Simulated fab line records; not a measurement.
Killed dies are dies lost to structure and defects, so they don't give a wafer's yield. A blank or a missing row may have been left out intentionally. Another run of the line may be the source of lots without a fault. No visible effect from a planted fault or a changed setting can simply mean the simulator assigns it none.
Problem report in the 8D (eight disciplines) form, filled by code ; flow sky130 ; the parts of the form that need people (team, actions taken, sign-off) are left out

1. THE PROBLEM
Mean of dose ions cm2 at SKY_LDD_LDN_IMPLANT_11: 8.8678e+12 across 6 wafers in 2 lots; on wafers with no fault it is 1.2501e+13 (standard deviation 1.2e+10). That is -99 or more standard deviations from the usual mean.
The first sign was on wafer L743.1 at day 26 07:38, on implanter-01. The record has a number at this step for 18 wafers belonging to 6 lots. Rule for "out" (also "out of limits"): further than 4 standard deviations from the usual mean. The rest of the wafers with a number are treated as sound.

2. WHAT IT IS; WHAT IT IS NOT
question;is;is not
which readings at this step;dose ions cm2, faraday current uA;rotation deg
which lots;L743, L745;L734, L738, L754, L757
which wafers of those lots;all that have a number;-
read on which tools;implanter-01;implanter-02, implanter-03
when;from day 26 07:38;"up to then (6 sound wafers); but 6 sound wafers of L754, L757 came after"

3. THE SUSPECTS, EACH WITH WHAT RULES IT OUT
Counting: a tool stays on the suspect list if, at a process step up to the reading, it processed all lots that are out and no sound lot following the first of them.
- implanter-01 at SKY_LDD_LDN_IMPLANT_11: ruled out as a lasting fault. After its first lot that is out, L743 (day 26 07:38), sound lots L757 ran on it.
Left after counting: nothing in the record.

4. THE CAUSE (what the simulator had put in)
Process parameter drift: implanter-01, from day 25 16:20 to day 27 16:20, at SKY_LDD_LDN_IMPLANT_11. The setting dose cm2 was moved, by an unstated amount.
Counting ruled it out, wrongly.

5. THE EFFECT CHAIN, in route order
Each row: a reading where the mean over the struck wafers with a number is more than 3 standard deviations away from the usual. Scope: only readings with a usual standard deviation given in the record; hours: median across lots of the time from each lot's start at the first step in this table that gives one to its start at this step; sigmas: change in usual standard deviations.
hours;step;reading;usual;on struck wafers;change;sigmas
0;SKY_LDD_LDN_IMPLANT_11;dose ions cm2;1.2501e+13;8.8678e+12;-3.6332e+12;-99 or more
0;SKY_LDD_LDN_IMPLANT_11;faraday current uA;70.5;49.1;-21.4;-14
The process steps in it:
- SKY_LDD_LDN_IMPLANT_11

6. WHAT WOULD HAVE CAUGHT IT SOONER
The fault began at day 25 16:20; the first out-of-limits reading in this record came at day 26 07:38, 15 hours later.
